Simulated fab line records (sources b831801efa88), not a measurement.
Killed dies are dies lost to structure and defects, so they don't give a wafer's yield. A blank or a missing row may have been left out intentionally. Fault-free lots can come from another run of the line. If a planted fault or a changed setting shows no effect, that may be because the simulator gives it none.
Matching of chambers -- flow gf180mcu -- GF_PASSIVATION_CVD_02 on pecvd-02 has 3 sister chambers
The step deposits Si3N4, target thk 700 nm, time 486.18 s. 22 wafers are shown with their chamber, then 11 later ones without.

## WAFERS PAIRED WITH THEIR CHAMBERS
wafer,chamber,heater-power-w (W)
L074.2,2,697
L074.3,1,671
L074.5,2,717
L077.1,2,719
L077.2,0,669
L077.6,1,577
L082.2,2,643
L082.4,2,717
L082.6,1,643
L087.1,2,747
L087.4,0,661
L087.6,2,761
L089.1,2,648
L089.2,0,672
L089.4,2,700
L090.3,0,624
L090.4,0,662
L090.6,2,747
L092.1,0,558
L092.2,2,696
L092.3,1,651
L092.4,2,719

SIGNATURES (means of the wafers above)
reading,chamber 0,chamber 1,chamber 2,scatter within a chamber
heater-power-w,641.00,635.50,709.25,39.2
Rule: distance of a wafer from a chamber = root of the sum over the readings of ((wafer's reading minus chamber's mean) / reading's scatter) squared. The wafer belongs to the nearest chamber; if the next one is less than 2 further off, it can't be placed. The scatter: take each reading less its chamber's mean, square it, sum over the shown wafers, divide by the number of wafers less the number of chambers, and take the root.

## WAFERS MISSING THEIR CHAMBER
wafer,heater-power-w (W)
L092.5,681
L092.6,621
L094.1,690
L094.5,554
L094.6,725
L096.1,661
L096.3,601
L096.6,638
L097.2,658
L097.3,697
L097.4,613

## EACH ONE'S CHAMBER
wafer,from the rows above,in truth
L092.5,can't be placed: 2 or 0 or 1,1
L092.6,can't be placed: 1 or 0 or 2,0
L094.1,can't be placed: 2 or 0 or 1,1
L094.5,can't be placed: 1 or 0 or 2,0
L094.6,can't be placed: 2 or 0 or 1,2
L096.1,can't be placed: 0 or 1 or 2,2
L096.3,can't be placed: 1 or 0 or 2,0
L096.6,can't be placed: 1 or 0 or 2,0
L097.2,can't be placed: 0 or 1 or 2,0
L097.3,can't be placed: 2 or 0 or 1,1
L097.4,can't be placed: 1 or 0 or 2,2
0 of 11 placed correctly. Cannot be placed on the basis of these rows: 11; the candidates contain the true chamber in 11. 0 placed wrongly.
